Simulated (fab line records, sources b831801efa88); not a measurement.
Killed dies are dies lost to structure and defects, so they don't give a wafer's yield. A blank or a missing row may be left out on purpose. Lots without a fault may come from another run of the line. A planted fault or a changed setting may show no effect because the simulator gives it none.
Which tool did it? | flow gf180mcu | 14 lots, 42 wafers sampled, at 4 steps of a route of 602

WHAT THE GAUGES READ, wafer by wafer
GF_NWELL_TW_MEAS_11. Usual: NWELL_TW 1556, standard deviation 15.
lot  | measured    | on            | NWELL_TW       | flag
L480 | day 3 07:48 | film_metro-03 | 1528 1537 1528 |
L483 | day 4 00:11 | film_metro-01 | 1566 1565 1566 |
L484 | day 4 06:36 | film_metro-01 | 1565 1556 1569 |
L485 | day 4 10:56 | film_metro-01 | 1566 1568 1564 |
L486 | day 4 15:35 | film_metro-01 | 1574 1562 1572 |
L487 | day 4 21:43 | film_metro-04 | 1577 1568 1572 |
L488 | day 5 05:49 | film_metro-03 | 1542 1539 1543 |
L490 | day 5 13:34 | film_metro-03 | 1542 1540 1542 |
L491 | day 5 20:30 | film_metro-03 | 1534 1534 1534 |
L496 | day 6 22:29 | film_metro-01 | 1568 1563 1563 |
L499 | day 7 16:38 | film_metro-01 | 1568 1561 1565 |
L500 | day 7 20:15 | film_metro-03 | 1539 1537 1549 |
L501 | day 8 02:34 | film_metro-03 | 1535 1535 1528 |
L503 | day 8 13:23 | film_metro-04 | 1564 1568 1567 |

WHICH TOOL RAN EACH LOT (tool, then ch and the chambers of the sampled wafers, then the start)
lot  | GF_STI_DEHYDRATE_05              | GF_STI_ETCH_14                  | GF_STI_STRIP_15
L480 | litho_track-04 ch 0, day 1 18:53 | rie_si-01 ch 1,2, day 2 01:55   | plasma_asher-02 ch 0, day 2 01:59
L483 | litho_track-02 ch 0, day 2 10:08 | rie_si-02 ch 0,1,2, day 2 16:58 | plasma_asher-03 ch 0,1, day 2 17:02
L484 | litho_track-01 ch 0, day 2 15:18 | rie_si-02 ch 0,2, day 2 22:22   | plasma_asher-02 ch 0, day 2 22:26
L485 | litho_track-01 ch 0, day 2 20:14 | rie_si-02 ch 1,2, day 3 03:16   | plasma_asher-02 ch 0,1, day 3 03:22
L486 | litho_track-01 ch 0, day 3 01:23 | rie_si-01 ch 2,3, day 3 08:35   | plasma_asher-03 ch 0,1, day 3 08:41
L487 | litho_track-01 ch 0, day 3 06:32 | rie_si-01 ch 1,2, day 3 13:17   | plasma_asher-02 ch 0,1, day 3 13:23
L488 | litho_track-02 ch 0, day 3 11:43 | rie_si-02 ch 0,1,3, day 3 18:47 | plasma_asher-02 ch 0,1, day 3 18:53
L490 | litho_track-04 ch 0, day 3 21:34 | rie_si-01 ch 0,2,3, day 4 04:37 | plasma_asher-03 ch 0,1, day 4 04:41
L491 | litho_track-01 ch 0, day 4 02:44 | rie_si-01 ch 0,1,2, day 4 10:49 | plasma_asher-03 ch 0,1, day 4 10:53
L496 | litho_track-02 ch 0, day 5 04:13 | rie_si-02 ch 1,2,3, day 5 12:02 | plasma_asher-01 ch 0,1, day 5 12:06
L499 | litho_track-04 ch 0, day 5 21:17 | rie_si-02 ch 0,2,3, day 6 05:05 | plasma_asher-01 ch 0,1, day 6 05:09
L500 | litho_track-02 ch 0, day 6 00:32 | rie_si-01 ch 0,1,2, day 6 08:10 | plasma_asher-02 ch 0,1, day 6 08:16
L501 | litho_track-04 ch 0, day 6 05:19 | rie_si-02 ch 1,2, day 6 13:44   | plasma_asher-01 ch 1, day 6 13:48
L503 | litho_track-02 ch 0, day 6 15:49 | rie_si-02 ch 1,3, day 6 23:31   | plasma_asher-02 ch 0,1, day 6 23:35
- GF_STI_DEHYDRATE_05: time 60 s.
- GF_STI_ETCH_14: etches Si in HBr/Cl2/O2, target depth 360 nm, time 102.9 s.
- GF_STI_STRIP_15: strips in O2/N2.

WHAT THE TOOLS THEMSELVES READ (means of the sampled wafers that have a number; where no wafer has one, the mark that the record gives instead)
GF_STI_DEHYDRATE_05. Usual: run_length_s 89.23 s, standard deviation 0.26.
lot  | tool           | run_length_s (s) | flag
L480 | litho_track-04 | 88.90            |
L483 | litho_track-02 | 89.42            |
L484 | litho_track-01 | 89.35            |
L485 | litho_track-01 | 89.50            |
L486 | litho_track-01 | 89.45            |
L487 | litho_track-01 | 89.37            |
L488 | litho_track-02 | 89.35            |
L490 | litho_track-04 | 88.84            |
L491 | litho_track-01 | 89.48            |
L496 | litho_track-02 | 89.29            |
L499 | litho_track-04 | 88.95            |
L500 | litho_track-02 | 91.74            | OFF
L501 | litho_track-04 | 88.82            |
L503 | litho_track-02 | 91.59            | OFF

GF_STI_ETCH_14. Usual: drypump_motor_current_A 5.7 A, standard deviation 0.43; mfc_cl2_sccm 40.00 sccm, standard deviation 0.15; oes_product_au 1.002 a.u., standard deviation 0.0072; throttle_valve_pct 25.657 %, standard deviation 0.011.
lot  | tool      | drypump_motor_current_A (A) | mfc_cl2_sccm (sccm) | oes_product_au (a.u.) | throttle_valve_pct (%) | flag
L480 | rie_si-01 | 5.4                         | 40.12               | 1.004                 | 25.651                 |
L483 | rie_si-02 | 5.9                         | 39.86               | 1.008                 | 25.657                 |
L484 | rie_si-02 | 5.8                         | 40.08               | 1.005                 | 25.654                 |
L485 | rie_si-02 | 5.4                         | 40.05               | 1.001                 | 25.670                 |
L486 | rie_si-01 | 5.8                         | 39.96               | 0.999                 | 25.667                 |
L487 | rie_si-01 | 5.4                         | 40.03               | 1.002                 | 25.651                 |
L488 | rie_si-02 | 6.0                         | 40.20               | 1.007                 | 25.650                 |
L490 | rie_si-01 | 5.8                         | 39.82               | 1.004                 | 25.653                 |
L491 | rie_si-01 | 5.7                         | 39.89               | 1.002                 | 25.649                 |
L496 | rie_si-02 | 5.5                         | 39.98               | 0.998                 | 25.664                 |
L499 | rie_si-02 | 5.9                         | 39.94               | 0.999                 | 25.652                 |
L500 | rie_si-01 | 5.7                         | 39.90               | 0.997                 | 25.657                 |
L501 | rie_si-02 | 5.6                         | 39.89               | 1.004                 | 25.656                 |
L503 | rie_si-02 | 5.7                         | 39.92               | 1.005                 | 25.656                 |

GF_STI_STRIP_15. Usual: drypump_motor_current_A 5.8 A, standard deviation 0.55; heater_power_w 352 W, standard deviation 39; oes_product_au 0.384 a.u., standard deviation 0.0045; strip_time_to_endpoint_s 3.71 s, standard deviation 0.039.
lot  | tool            | drypump_motor_current_A (A) | heater_power_w (W) | oes_product_au (a.u.) | strip_time_to_endpoint_s (s) | flag
L480 | plasma_asher-02 | 5.1                         | 376                | 0.382                 | 3.63                         |
L483 | plasma_asher-03 | 5.5                         | 340                | 0.380                 | 3.71                         |
L484 | plasma_asher-02 | 5.0                         | 379                | 0.378                 | 3.71                         |
L485 | plasma_asher-02 | 5.4                         | 378                | 0.384                 | 3.70                         |
L486 | plasma_asher-03 | 5.7                         | 343                | 0.383                 | 3.74                         |
L487 | plasma_asher-02 | 5.4                         | 379                | 0.380                 | 3.71                         |
L488 | plasma_asher-02 | 5.5                         | 374                | 0.385                 | 3.69                         |
L490 | plasma_asher-03 | 5.5                         | 336                | 0.384                 | 3.71                         |
L491 | plasma_asher-03 | 5.7                         | 336                | 0.384                 | 3.71                         |
L496 | plasma_asher-01 | 6.1                         | 333                | 0.384                 | 3.72                         |
L499 | plasma_asher-01 | 6.3                         | 298                | 0.384                 | 3.70                         |
L500 | plasma_asher-02 | 5.5                         | 368                | 0.384                 | 3.76                         |
L501 | plasma_asher-01 | 5.8                         | 369                | 0.379                 | 3.73                         |
L503 | plasma_asher-02 | 5.5                         | 358                | 0.384                 | 3.74                         |

THE ANSWER, worked out from the rows above alone
Rule: a lot is off if the mean of its wafers that have a number lies more than 3 standard deviations from the usual mean. A lot without any number at a reading at which 4 lots or more have one is off too. The other lots that the step has rows for count as sound. The gauges are gone through in route order, then the tools' own readings, and for those a lot's mean is taken as printed above. The first step at which some lot is off is used, and at that step the reading that is off furthest; a lot without a number counts as furthest.
Off: L500, L503, at GF_STI_DEHYDRATE_05 (run_length_s).
A tool fits if, at that step or a process step before it, it ran every lot that is off, and no sound lot after the first of them. One fits: litho_track-02 at GF_STI_DEHYDRATE_05. Its last sound lot is L496 (day 5 04:13), its first lot that is off L500 (day 6 00:32): a fault that began between those two fits.
The tool's own readings at GF_STI_DEHYDRATE_05 bear it out: on the lots that are off they differ by more than 5 times the standard deviation of the sound lots' means. run_length_s reads 91.66 s there against 89.23 s on the sound lots.

WHAT THE SIMULATOR HAD PUT IN
Process parameter drift: litho_track-02, from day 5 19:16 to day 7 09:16, at GF_STI_DEHYDRATE_05. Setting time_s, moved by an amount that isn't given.
Lots struck among those shown: L500, L503. The rule above found the same.
